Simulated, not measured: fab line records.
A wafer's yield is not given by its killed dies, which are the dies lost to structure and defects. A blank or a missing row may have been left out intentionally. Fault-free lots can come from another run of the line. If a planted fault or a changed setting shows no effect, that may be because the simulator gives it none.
Chamber matching -- flow gf180mcu -- GF_MIM_CVD_05 on pecvd-02 has 3 sister chambers
The step deposits Si3N4, target thk 42 nm, time 29.086 s. 6 wafers are shown with their chamber, then 8 later ones without.

== EACH WAFER AND ITS CHAMBER ==
wafer,chamber,heater power w (W)
L079.5,0,667
L082.3,0,633
L087.3,1,666
L087.4,2,574
L087.5,1,660
L090.2,2,526

== WAFERS MISSING THEIR CHAMBER ==
wafer,heater power w (W)
L090.4,679
L090.5,527
L094.1,665
L094.2,560
L094.3,605
L097.1,616
L097.2,614
L097.4,578

== WHICH CHAMBER EACH WENT THROUGH ==
wafer,from the rows above,in truth
L090.4,can't be placed: 1 or 0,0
L090.5,2,2
L094.1,can't be placed: 1 or 0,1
L094.2,2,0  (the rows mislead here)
L094.3,can't be placed: 0 or 2 or 1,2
L097.1,can't be placed: 0 or 1 or 2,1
L097.2,can't be placed: 0 or 1 or 2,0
L097.4,can't be placed: 2 or 0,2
Placed correctly: 1 of 8. From these rows, 6 cannot be placed; in 6 the true chamber is one of the candidates. Placed wrongly: 1.
How it was worked out, from the rows above alone: a wafer's distance from a chamber is the root of the sum, over the readings, of the square of ((its reading less the chamber's mean) divided by the reading's scatter). The wafer belongs to the nearest chamber; if the next one is less than 2 further off, it can't be placed. For every chamber, the mean is computed from those of its wafers that are shown. The scatter: take each reading less its chamber's mean, square it, sum over the shown wafers, divide by the number of wafers less the number of chambers, and take the root.
